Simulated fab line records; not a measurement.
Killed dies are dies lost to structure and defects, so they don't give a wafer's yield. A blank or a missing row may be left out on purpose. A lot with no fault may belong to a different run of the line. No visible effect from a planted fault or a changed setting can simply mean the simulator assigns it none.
Which tool is to blame? ; flow sky130 ; 7 lots (21 wafers sampled), 1 step of a 708-step route

## WHAT THE GAUGES SHOWED, per wafer
SKY_VT_ADJUST_HVTR_OVL_MEAS_08.
lot;measured;on;VT_ADJUST_HVTR_OVL (nm)
L442;day 10 18:39;overlay-02;1.7 3.4 2.7
L444;day 11 07:50;overlay-01;0.2 -0.3 0.4
L451;day 13 12:34;overlay-02;1.9 -0.6 1.9
L453;day 14 08:55;overlay-01;-0.4 3.2 2.3
L456;day 15 00:40;overlay-01;-2.1 0.0 0.9
L458;day 15 23:35;overlay-02;-0.7 -2.2 -1.4
L460;day 16 10:14;overlay-02;1.3 1.4 -0.9

## EACH LOT AND THE TOOL THAT RAN IT (in order: tool; ch and the chambers of the sampled wafers; start)
Before these readings, the record contains no process step.

## THE ANSWER, worked out from the rows above alone
Rule: usual is defined by the lots themselves. Put in order of their means at a reading, lots are off if they are a third of the lots or fewer, leave a main group of 4 or more, and stand apart from it by a gap of 3 or more times the standard deviation of the main group's means; of several such gaps the widest counts. The tables above print the reading to a certain number of digits; a main group whose means all agree to those digits is not used. A lot without any number at a reading at which 4 lots or more have one is off too. Where the step has rows for the other lots, those lots are counted as sound.
Across all readings shown, no lot is off: no conclusion can be drawn from this.

## WHAT WAS PUT IN BY THE SIMULATOR
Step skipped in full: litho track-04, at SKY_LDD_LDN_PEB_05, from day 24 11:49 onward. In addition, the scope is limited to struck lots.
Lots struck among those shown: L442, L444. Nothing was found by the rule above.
